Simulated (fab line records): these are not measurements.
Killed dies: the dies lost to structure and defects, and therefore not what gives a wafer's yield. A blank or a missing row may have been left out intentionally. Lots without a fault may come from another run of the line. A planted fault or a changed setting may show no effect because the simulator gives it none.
Which of the tools did it? + flow sky130 + 36 wafers from 12 lots sampled at 2 of the route's 708 steps

## WHAT EACH GAUGE READ, for each wafer
SKY_POLY_CUT_OVL_MEAS_09.
| lot  | measured     | on         | POLY_CUT_OVL (nm) |
|------|--------------|------------|-------------------|
| L988 | day 24 00:20 | overlay-01 | -5 0 -4           |
| L990 | day 24 23:55 | overlay-02 | -4 -7 -3          |
| L991 | day 25 02:52 | overlay-01 | 8 10 4            |
| L992 | day 25 19:02 | overlay-01 | 18 13 13          |
| L102 | day 29 07:33 | overlay-01 | 0 -2 2            |
| L104 | day 29 17:16 | overlay-01 | -4 5 -2           |
| L105 | day 30 08:49 | overlay-02 | -2 2 -1           |
| L106 | day 31 05:50 | overlay-01 | 12 10 5           |
| L108 | day 31 12:56 | overlay-02 | 1 -6 -6           |
| L109 | day 31 16:34 | overlay-01 | 7 1 13            |
| L110 | day 31 23:56 | overlay-02 | -1 2 0            |
| L111 | day 32 02:59 | overlay-01 | 13 15 11          |

## EACH LOT AND THE TOOL THAT RAN IT (in order: tool; ch and the chambers of the sampled wafers; start)
| lot  | SKY_LDD_HVP_STRIP_09                |
|------|-------------------------------------|
| L988 | plasmaAsher-04 ch 0,1, day 21 06:29 |
| L990 | plasmaAsher-04 ch 0,1, day 22 08:20 |
| L991 | plasmaAsher-02 ch 0,1, day 22 13:29 |
| L992 | plasmaAsher-04 ch 0,1, day 23 03:29 |
| L102 | plasmaAsher-04 ch 0, day 26 19:06   |
| L104 | plasmaAsher-01 ch 0,1, day 27 05:44 |
| L105 | plasmaAsher-02 ch 0,1, day 27 22:14 |
| L106 | plasmaAsher-04 ch 0,1, day 28 19:31 |
| L108 | plasmaAsher-02 ch 0,1, day 29 02:02 |
| L109 | plasmaAsher-02 ch 0,1, day 29 05:56 |
| L110 | plasmaAsher-02 ch 0,1, day 29 12:02 |
| L111 | plasmaAsher-02 ch 0,1, day 29 16:59 |
- SKY_LDD_HVP_STRIP_09: strips in O2/N2.

## WHAT THE TOOLS THEMSELVES READ (means of the sampled wafers that have a number; where no wafer has one, the mark that the record gives instead)
SKY_LDD_HVP_STRIP_09.
| lot  | tool           | drypumpMotorCurrentA (A) | oesProductAu (a.u.) | stripTimeToEndpointS (s) |
|------|----------------|--------------------------|---------------------|--------------------------|
| L988 | plasmaAsher-04 | 6.5                      | 0.409               | 4.124                    |
| L990 | plasmaAsher-04 | 6.5                      | 0.406               | 4.131                    |
| L991 | plasmaAsher-02 | 6.1                      | 0.411               | 4.140                    |
| L992 | plasmaAsher-04 | 6.5                      | 0.409               | 4.134                    |
| L102 | plasmaAsher-04 | 6.9                      | 0.404               | 4.128                    |
| L104 | plasmaAsher-01 | 5.4                      | 0.405               | 4.137                    |
| L105 | plasmaAsher-02 | 6.2                      | 0.411               | 4.137                    |
| L106 | plasmaAsher-04 | 6.1                      | 0.407               | 4.111                    |
| L108 | plasmaAsher-02 | 6.2                      | 0.410               | 4.132                    |
| L109 | plasmaAsher-02 | 6.2                      | 0.409               | 4.133                    |
| L110 | plasmaAsher-02 | 6.1                      | 0.408               | 4.149                    |
| L111 | plasmaAsher-02 | 6.2                      | 0.411               | 4.123                    |

## THE ANSWER, worked out from the rows above alone
Rule: the lots themselves supply what counts as usual. The widest of any qualifying gaps counts: lots, ordered by their means at a reading, are off when they make up no more than a third of the lots, leave a main group of 4 or more, and stand apart from it by 3 or more times the standard deviation of that group's means. A main group whose means are all the same, to the digits that the tables above print for the reading, isn't used. Also off: a lot with no number at a reading for which 4 or more lots have one. Any other lot the step has rows for is counted as sound. After the gauges, taken in route order, come the tools' own readings; for these a lot's mean is taken, as printed above. The first step at which some lot is off is used, and at that step the reading that is off furthest; a lot without a number counts as furthest.
None of the lots is off at any reading shown; this tells nothing.

## WHAT HAD BEEN PUT IN BY THE SIMULATOR
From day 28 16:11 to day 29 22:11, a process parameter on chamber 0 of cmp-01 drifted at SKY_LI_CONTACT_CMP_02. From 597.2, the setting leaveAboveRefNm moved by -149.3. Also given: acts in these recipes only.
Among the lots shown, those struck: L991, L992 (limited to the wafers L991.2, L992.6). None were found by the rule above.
